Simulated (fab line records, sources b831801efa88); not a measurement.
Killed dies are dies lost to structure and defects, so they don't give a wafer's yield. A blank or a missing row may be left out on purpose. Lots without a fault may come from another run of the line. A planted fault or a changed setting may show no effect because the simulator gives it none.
fab line records | flow sky130
record lots=6 wafers=18 last_day=50
route steps=708 shown LI_CONTACT@371 PAD_OPEN@708
lots that met no fault: from a run of the same line without faults
start_h: hours from the record's first day to the start of the lot's first wafer shown | wait_h: hours since the lot's step before | " the same as in the row above | L1.1+2: a row that stands for several wafers | - no value, or no start given | * or withheld: withheld | < > ~ a bound
route shown NAME@n: a module of which the file shows steps, and the number in the route of the first | usual: mean/standard deviation of fault-free wafers | same: alike in all rows | chamber/n: place in a boat | sites: the reading at each site | _std_site: their standard deviation | _edge_site: outer sites' mean less inner sites' | radius_mm: how far each site lies from the wafer's centre | mask NAME#n: copy n | behind: the tool/chamber that last shaped the wafer | hold: why the lot was held/for how many hours/how that ended | device: the transistor (n, p or np) that didn't switch | end of line: the same wafers' tests at the end of the route | a step without rows: its recipe alone | killed: dies lost to structure and defects at the first sort, not the wafer's yield | map: a wafer's dies, x killed, . not, _ none there
set.NAME: the setting as run; set.NAME@STEP: as run at that earlier step | model.NAME: the simulator's own value behind a step, which no gauge read
lots at some steps of the route; a table a step, a row a wafer
services: from which hour (start_h, from the record's first day; less than 0 if before it) a tool's chamber was out of use, for how many hours, and why
## steps
# step SKY_LI_CONTACT_EXPOSE_09
# recipe mask_id=LICM1 na=0.8 source_shape=annular sigma_inner=0.55 sigma_outer=0.85 target_cd_nm=170 dose_mj=38
# step SKY_LI_CONTACT_PEB_10
# recipe peb_temp_c=withheld peb_time_s=withheld resist=KrF-thick
# step SKY_LI_CONTACT_DEVELOP_11
# recipe develop_time_s=60 resist=KrF-thick dev_temp_c=21.68
# step SKY_LI_CONTACT_CD_MEAS_12
# recipe target_cd_nm=170
# usual cd_nm=170.3/2
# columns lot.wafer tool chamber start_h wait_h cd_nm
L894.3 cd_sem-01 - 694.48 - 171.5
L894.4 " - " " 170.2
L894.6 " - " " 170.5
L898.4 cd_sem-01 - 733.25 - 170.9
L898.5 " - " " 172.0
L898.6 " - " " 172.2
L905.1 cd_sem-02 - 780.74 - 169.6
L905.3 " - " " 170.0
L905.4 " - " " 169.6
L907.1 cd_sem-02 - 795.36 - 170.8
L907.2 " - " " 171.7
L907.6 " - " " 172.1
L911.2 cd_sem-02 - 826.09 - 168.7
L911.5 " - " " 170.1
L911.6 " - " " 170.2
L915.2 cd_sem-02 - 853.59 - 170.4
L915.3 " - " " 170.5
L915.6 " - " " 170.4
# step SKY_LI_CONTACT_OVL_MEAS_13
# usual LI_CONTACT_OVL=-3/5.6
# columns lot.wafer tool chamber start_h wait_h LI_CONTACT_OVL[nm]
L894.3 overlay-02 - 694.57 0.1 3
L894.4 " - " " -3
L894.6 " - " " -5
L898.4 overlay-01 - 733.33 0.1 -6
L898.5 " - " " 1
L898.6 " - " " -7
L905.1 overlay-01 - 780.86 0.1 1
L905.3 " - " " -1
L905.4 " - " " 5
L907.1 overlay-01 - 795.48 0.1 -8
L907.2 " - " " -2
L907.6 " - " " -3
L911.2 overlay-01 - 826.20 0.1 9
L911.5 " - " " 2
L911.6 " - " " 0
L915.2 overlay-02 - 853.70 0.1 -1
L915.3 " - " " -1
L915.6 " - " " 2
# step SKY_LI_CONTACT_ETCH_14
# recipe chemistry=N2/H2 target=BARC ion_energy_ev=200 source_w=500 bias_w=100 pressure_mtorr=30 n2_flow_sccm=100 h2_flow_sccm=200 stop_on=SiO2 time_s=45.9 target_depth_a=600
# usual drypump_motor_current_A=5.8/0.37 h2_flow_sccm=200.0/0.68 oes_product_au=0.854/0.0053 throttle_valve_pct=13.225/0.009
# columns lot.wafer tool chamber start_h wait_h drypump_motor_current_A h2_flow_sccm oes_product_au rf_hours_counter_h throttle_valve_pct
L894.3 rie_diel-04 2 694.59 0.0 6.1 199.6 0.850 6 13.229
L894.4 " 1 " " 5.8 200.9 0.860 8 13.237
L894.6 " 0 " " 5.6 200.5 0.855 - 13.207
L898.4 rie_diel-02 0 733.34 0.0 5.9 200.6 0.854 17 13.216
L898.5 " 2 " " 5.8 199.4 0.853 - 13.228
L898.6 " 1 " " 5.1 198.7 0.854 - 13.211
L905.1 rie_diel-04 3 780.89 0.0 5.6 200.6 0.858 5 13.231
L905.3 " 1 " " 5.8 200.9 0.858 11 13.202
L905.4 " 2 " " 6.1 199.9 0.848 8 13.228
L907.1 rie_diel-02 1 795.51 0.0 5.1 200.6 0.860 12 13.223
L907.2 " 0 " " 5.9 199.7 0.859 18 13.228
L907.6 " 3 " " 6.1 198.4 0.858 - 13.236
L911.2 rie_diel-03 3 826.23 0.0 6.3 200.4 0.847 13 13.219
L911.5 " 3 " " 6.3 199.1 0.845 - 13.223
L911.6 " 0 " " 6.5 200.5 0.857 - 13.225
L915.2 rie_diel-03 0 853.73 0.0 6.5 199.6 0.857 3 13.227
L915.3 " 1 " " 5.8 201.5 0.850 19 13.240
L915.6 " 2 " " 5.3 200.3 0.869 - 13.209
# step SKY_LI_CONTACT_ETCH_15
# recipe target=PSG chemistry=C4F8/O2/Ar stop_on=Si taper_deg=4.15 mask_material=KrF-thick source_w=1500 bias_w=1200 pressure_mtorr=40 c4f8_flow_sccm=withheld O2_flow_sccm=6 Ar_flow_sccm=300 time_s=withheld target_depth_a=6000
# step SKY_LI_CONTACT_STRIP_16
# recipe chemistry=O2/N2 power_w=1400 pressure_mtorr=1500 platen_temp_c=withheld o2_flow_sccm=3000 n2_flow_sccm=300 overash_fraction=0.5
# usual drypump_motor_current_A=5.9/0.32 o2_flow_sccm=3001/8.9 oes_product_au=0.377/0.0048 strip_time_to_endpoint_s=3.522/0.029
# columns lot.wafer tool chamber start_h wait_h drypump_motor_current_A o2_flow_sccm oes_product_au rf_hours_counter_h strip_time_to_endpoint_s
L894.3 plasma_asher-04 0 694.75 - 5.4 3003 0.370 - 3.504
L894.4 " 1 " " 6.3 2997 0.370 - 3.541
L894.6 " 1 " " 6.3 3000 0.378 - 3.510
L898.4 plasma_asher-04 1 733.51 - 6.3 3002 0.382 - 3.528
L898.5 " 1 " " 6.3 3008 0.382 - 3.525
L898.6 " 0 " " 5.3 2996 0.373 - 3.505
L905.1 plasma_asher-01 1 781.02 - 5.4 3011 0.371 67 3.501
L905.3 " 0 " " 6.1 3011 0.371 - 3.555
L905.4 " 1 " " 5.4 3014 0.372 - 3.519
L907.1 plasma_asher-02 0 795.64 - 6.0 2992 0.368 36 3.449
L907.2 " 1 " " 6.0 3014 0.378 36 3.528
L907.6 " 0 " " 6.0 2994 0.378 - 3.516
L911.2 plasma_asher-02 1 826.36 - 6.0 2993 0.378 40 3.499
L911.5 " 1 " " 6.0 2985 0.374 - 3.512
L911.6 " 0 " " 6.0 3009 0.372 - 3.525
L915.2 plasma_asher-04 0 853.86 - 5.3 2983 0.380 13 3.524
L915.3 " 0 " " 5.3 2995 0.380 - 3.533
L915.6 " 0 " " 5.4 2995 0.375 - 3.564
# step SKY_LI_CONTACT_CLEAN_17
# recipe chemistry=NMP time_s=600 temp_c=60 dry=n2_spin
# step SKY_LI_CONTACT_PRE_CLEAN_18
# recipe gas=Ar time_s=5.6 bias_v=358
# step SKY_LI_CONTACT_SPUTTER_19
# recipe material=Ti target_thk_nm=20 chamber_pressure_pa=5 power_w=2500 substrate_temp_c=200 time_s=106.37
# usual throttle_valve_pct=30.2/1.3
# columns lot.wafer tool chamber start_h wait_h throttle_valve_pct
L894.3 pvd_sputter-04 - 695.03 0.0 31.2
L894.4 " - " " 31.0
L894.6 " - " " 29.8
L898.4 pvd_sputter-04 - 733.77 0.0 32.3
L898.5 " - " " 30.1
L898.6 " - " " 31.3
L905.1 pvd_sputter-01 - 781.32 0.0 29.2
L905.3 " - " " 29.0
L905.4 " - " " 28.8
L907.1 pvd_sputter-02 - 795.94 0.0 30.0
L907.2 " - " " 30.1
L907.6 " - " " 28.0
L911.2 pvd_sputter-02 - 826.65 0.0 29.7
L911.5 " - " " 30.1
L911.6 " - " " 28.0
L915.2 pvd_sputter-04 - 854.17 0.0 30.8
L915.3 " - " " 30.2
L915.6 " - " " 30.8
# step SKY_LI_CONTACT_SPUTTER_20
# recipe material=TiN target_thk_nm=20 chamber_pressure_pa=5 power_w=4000 time_s=80
# usual throttle_valve_pct=30.2/1.2
# columns lot.wafer tool chamber start_h wait_h throttle_valve_pct
L894.3 pvd_sputter-04 - 695.11 0.0 31.2
L894.4 " - " " 30.9
L894.6 " - " " 30.3
L898.4 pvd_sputter-04 - 733.84 0.0 32.5
L898.5 " - " " 30.3
L898.6 " - " " 31.2
L905.1 pvd_sputter-01 - 781.39 0.0 29.3
L905.3 " - " " 28.9
L905.4 " - " " 29.0
L907.1 pvd_sputter-02 - 796.01 0.0 30.2
L907.2 " - " " 30.0
L907.6 " - " " 27.8
L911.2 pvd_sputter-02 - 826.73 0.0 30.1
L911.5 " - " " 30.0
L911.6 " - " " 28.2
L915.2 pvd_sputter-04 - 854.24 0.0 30.8
L915.3 " - " " 29.7
L915.6 " - " " 30.5
# step SKY_LI_CONTACT_CVD_21
# recipe material=W target_thk_nm=400 time_s=120.56 temp_c=400 pressure_torr=40
# usual chamber_pressure_Torr=40.00/0.076 heater_power_outer_w=510/43 heater_power_w=837/51
# columns lot.wafer tool chamber start_h wait_h chamber_pressure_Torr heater_power_outer_w heater_power_w model.W_of_LI_CONTACT_CVD_21.thk_nm
L894.3 cvd_w-01 0 695.21 0.1 40.00 528 873 405.7
L894.4 " 1 " " 40.05 464 763 394.3
L894.6 " 0 " " 40.04 522 891 402.6
L898.4 cvd_w-02 1 733.95 0.1 40.01 472 812 399
L898.5 " 1 " " 40.12 470 797 400.9
L898.6 " 0 " " 40.01 581 903 401.7
L905.1 cvd_w-01 1 781.45 0.0 47.17 483 772 433.4
L905.3 " 0 " " 47.04 525 884 434.4
L905.4 " 1 " " 47.10 467 774 430.4
L907.1 cvd_w-01 0 796.07 0.0 47.16 528 871 433.8
L907.2 " 1 " " 47.24 474 783 430.4
L907.6 " 1 " " 47.16 467 771 432.8
L911.2 cvd_w-02 1 826.79 0.0 39.90 482 793 404.2
L911.5 " 1 " " 39.90 468 808 398.6
L911.6 " 0 " " 40.02 587 869 395.6
L915.2 cvd_w-01 1 854.30 0.0 40.02 472 774 395.5
L915.3 " 1 " " 40.09 481 768 399.6
L915.6 " 0 " " 39.89 531 912 396.1
# step SKY_LI_CONTACT_RS_MEAS_22
# recipe thk_meas_gauge=four-point-probe reads=W_of_LI_CONTACT_CVD_21+TiN_of_LI_CONTACT_SPUTTER_20+Ti_of_LI_CONTACT_SPUTTER_19
# usual LI_CONTACT_W_RS=0.2855/0.0026
# columns lot.wafer tool chamber start_h wait_h LI_CONTACT_W_RS[ohm/sq]
L894.3 film_metro-02 - 695.33 0.1 0.2805
L894.4 " - " " 0.2891
L894.6 " - " " 0.2828
L898.4 film_metro-04 - 734.09 0.1 0.2856
L898.5 " - " " 0.2842
L898.6 " - " " 0.2830
L905.1 film_metro-04 - 781.58 0.1 0.2634
L905.3 " - " " 0.2628
L905.4 " - " " 0.2646
L907.1 film_metro-04 - 796.20 0.1 0.2624
L907.2 " - " " 0.2647
L907.6 " - " " 0.2629
L911.2 film_metro-02 - 826.93 0.1 0.2818
L911.5 " - " " 0.2863
L911.6 " - " " 0.2884
L915.2 film_metro-02 - 854.45 0.1 0.2890
L915.3 " - " " 0.2852
L915.6 " - " " 0.2880
# step SKY_LI_CONTACT_THK_MEAS_23
# recipe thk_meas_gauge=xrf reads=W_of_LI_CONTACT_CVD_21
# usual LI_CONTACT_W_THK=415/7
# columns lot.wafer tool chamber start_h wait_h LI_CONTACT_W_THK[nm]
L894.3 film_metro-02 - 695.43 0.1 429
L894.4 " - " " 416
L894.6 " - " " 427
L898.4 film_metro-04 - 734.18 0.1 404
L898.5 " - " " 409
L898.6 " - " " 412
L905.1 film_metro-04 - 781.70 0.1 442
L905.3 " - " " 445
L905.4 " - " " 438
L907.1 film_metro-04 - 796.32 0.1 444
L907.2 " - " " 441
L907.6 " - " " 444
L911.2 film_metro-02 - 827.04 0.1 424
L911.5 " - " " 420
L911.6 " - " " 414
L915.2 film_metro-02 - 854.56 0.1 412
L915.3 " - " " 421
L915.6 " - " " 414
# step SKY_LI_CONTACT_CMP_24
# recipe stop_on=PSG t_overpolish_s=20 down_force_psi=3.5 platen_rpm=60 target_thk_nm=0 pad_velocity_m_s=0.94248
# usual motor_current_A=11.0/0.49
# columns lot.wafer tool chamber start_h wait_h motor_current_A
L894.4 cmp-01 3 695.52 0.1 11.4
L894.3 " 0 " " 10.8
L894.6 " 2 " " 10.8
L898.4 cmp-01 2 734.26 0.1 11.3
L898.5 " 1 " " 11.3
L898.6 " 2 " " 10.7
L905.4 cmp-01 0 781.89 0.2 11.2
L905.1 " 2 " " 10.7
L905.3 " 3 " " 11.9
L907.2 cmp-01 1 796.38 0.0 11.1
L907.1 " 0 " " 11.2
L907.6 " 2 " " 10.8
L911.2 cmp-02 3 827.19 0.1 10.9
L911.6 " 1 " " 10.3
L911.5 " 2 " " 11.0
L915.3 cmp-02 3 854.61 0.0 11.5
L915.2 " 0 " " 11.1
L915.6 " 0 " " 10.4
# step SKY_PAD_OPEN_PROBE_99
# usual killed_at_M0_to_M3=43/6.6 killed_at_M4_up=3.4/1.8 killed_at_contacts=24/4.9 killed_at_front_end=15/4.1 killed_at_other=0.3/0.55 killed_dies=85/8.8 killed_open=46/6.1 killed_short=39/5.7
# same gross_dies=492 killed_at_back_side=0
# columns lot.wafer tool chamber start_h wait_h killed_at_M0_to_M3 killed_at_M4_up killed_at_contacts killed_at_front_end killed_at_other killed_dies killed_open killed_short
L894.3 prober-02 - 1093.81 0.2 39 4 21 19 0 83 41 42
L894.4 prober-02 - 1093.86 0.2 36 3 32 14 1 86 50 36
L894.6 prober-02 - 1093.96 0.2 35 4 22 10 0 71 32 39
L898.4 prober-02 - 1120.13 0.2 40 3 24 17 0 84 44 37
L898.5 prober-02 - 1120.18 0.2 36 7 30 16 0 89 47 41
L898.6 prober-02 - 1120.23 0.2 46 6 18 18 0 88 46 42
L907.1 prober-01 - 1161.23 0.1 46 0 21 17 0 84 52 32
L907.2 prober-01 - 1161.28 0.1 48 3 25 8 0 84 45 39
L907.6 prober-01 - 1161.48 0.2 43 5 25 14 0 87 45 42
# killed by level:class
L894.3 CONTACT:geometric_particle:open=8 VIA1:geometric_particle:open=7 POLY_GATE:geometric_particle:open=6 VIA2:geometric_particle:open=6 CONTACT:geometric_particle:short=5 METAL1:geometric_particle:short=5 VIA1:geometric_particle:short=5 VIA3:geometric_particle:open=5
L894.4 CONTACT:geometric_particle:open=17 VIA1:geometric_particle:open=7 VIA3:geometric_particle:open=7 CONTACT:geometric_particle:short=6 VIA1:geometric_particle:short=5 POLY_GATE:geometric_particle:open=4 LOCAL_INTERCONNECT:geometric_particle:short=4 METAL1:geometric_particle:short=4
L894.6 CONTACT:geometric_particle:open=8 METAL1:geometric_particle:short=7 VIA1:geometric_particle:open=7 CONTACT:geometric_particle:short=6 VIA2:geometric_particle:short=6 METAL2:geometric_particle:short=4 POLY_GATE:geometric_particle:open=3 LI_CONTACT:geometric_particle:open=3
L898.4 VIA1:geometric_particle:open=9 LI_CONTACT:geometric_particle:open=8 POLY_GATE:geometric_particle:open=7 FIELD_ISO:geometric_particle:short=5 VIA3:geometric_particle:short=5 CONTACT:geometric_particle:short=5 CONTACT:geometric_particle:open=5 VIA1:geometric_particle:short=4
L898.5 CONTACT:geometric_particle:open=17 VIA3:geometric_particle:open=7 METAL1:geometric_particle:short=6 LI_CONTACT:geometric_particle:open=6 FIELD_ISO:geometric_particle:short=5 POLY_GATE:geometric_particle:short=5 VIA1:geometric_particle:short=5 VIA2:geometric_particle:open=5
L898.6 VIA1:geometric_particle:open=17 CONTACT:geometric_particle:open=8 SPACER:geometric_particle:open=5 CONTACT:geometric_particle:short=5 METAL2:geometric_particle:short=5 FIELD_ISO:geometric_particle:short=4 POLY_GATE:geometric_particle:short=4 METAL1:geometric_particle:short=4
L907.1 CONTACT:geometric_particle:open=12 VIA2:geometric_particle:open=11 VIA1:geometric_particle:open=8 METAL1:geometric_particle:short=6 FIELD_ISO:geometric_particle:open=5 POLY_GATE:geometric_particle:open=5 LOCAL_INTERCONNECT:geometric_particle:short=4 VIA2:geometric_particle:short=4
L907.2 LI_CONTACT:geometric_particle:open=11 METAL1:geometric_particle:short=7 VIA1:geometric_particle:short=7 VIA1:geometric_particle:open=7 CONTACT:geometric_particle:open=6 METAL2:geometric_particle:short=6 VIA3:geometric_particle:open=6 VIA2:geometric_particle:open=5
L907.6 VIA1:geometric_particle:open=11 CONTACT:geometric_particle:open=8 VIA2:geometric_particle:open=7 CONTACT:geometric_particle:short=6 METAL1:geometric_particle:short=6 METAL2:geometric_particle:short=6 POLY_GATE:geometric_particle:open=5 LOCAL_INTERCONNECT:geometric_particle:short=5
## services
# columns tool chamber start_h hours kind
rie_diel-03 0 675.16 32.4 repair
rie_diel-02 - 683.77 0.5 repair
pvd_sputter-02 - 685.08 4.4 repair
cvd_w-02 - 697.03 1.3 repair
cvd_w-01 - 706.54 6.0 pm
rie_diel-02 - 710.85 0.7 repair
rie_diel-04 - 712.46 0.5 repair
cvd_w-01 - 712.78 2.3 repair
plasma_asher-02 - 717.03 2.8 pm
cmp-01 - 719.27 1.9 repair
plasma_asher-02 - 721.55 6.8 repair
cmp-02 - 721.81 4.7 repair
cmp-01 - 729.17 0.2 repair
cvd_w-01 1 730.66 7.2 repair
plasma_asher-04 - 733.75 9.0 pm
cmp-01 - 741.04 4.5 repair
cmp-02 - 744.00 4.0 pm
cmp-01 - 746.68 4.6 repair
cmp-02 - 750.09 2.5 repair
rie_diel-04 3 753.95 9.4 repair
pvd_sputter-01 - 763.41 4.1 repair
cmp-02 - 767.74 3.1 repair
pvd_sputter-04 - 778.28 4.7 repair
pvd_sputter-04 - 820.84 3.4 repair
## key
first_sign step=SKY_LI_CONTACT_CVD_21 reading=chamber_pressure_Torr direction=up sigmas=94 usual=40.00 struck=47.15
effect step=SKY_LI_CONTACT_RS_MEAS_22 reading=LI_CONTACT_W_RS direction=down sigmas=8.5 usual=0.2855 struck=0.2635
effect step=SKY_LI_CONTACT_THK_MEAS_23 reading=LI_CONTACT_W_THK direction=up sigmas=3.8 usual=415 struck=442
model_effect step=SKY_LI_CONTACT_CVD_21 value=W_of_LI_CONTACT_CVD_21.thk_nm without=398.5 struck=432.5
met_at SKY_LI_CONTACT_CVD_21
struck_wafers L905.1,L905.3,L905.4,L907.1,L907.2,L907.6
tester_left_out L905,L907
onset_between 695.21 781.45
fault kind=process_parameter_drift tool=cvd_w-01 chamber=- onset_h=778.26 steps=SKY_LI_CONTACT_CVD_21 channel=pressure_torr offset=7.1477 shape=step end_h=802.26 acts_in=these_recipes_only stated=40
# tester_left_out: of these lots the tester's yield and bins aren't shown, on N5 and GAA mostly nor the transistor test; their killed dies are dies lost to structure and defects alone, not to doping, threshold or leakage, so they don't give the yield
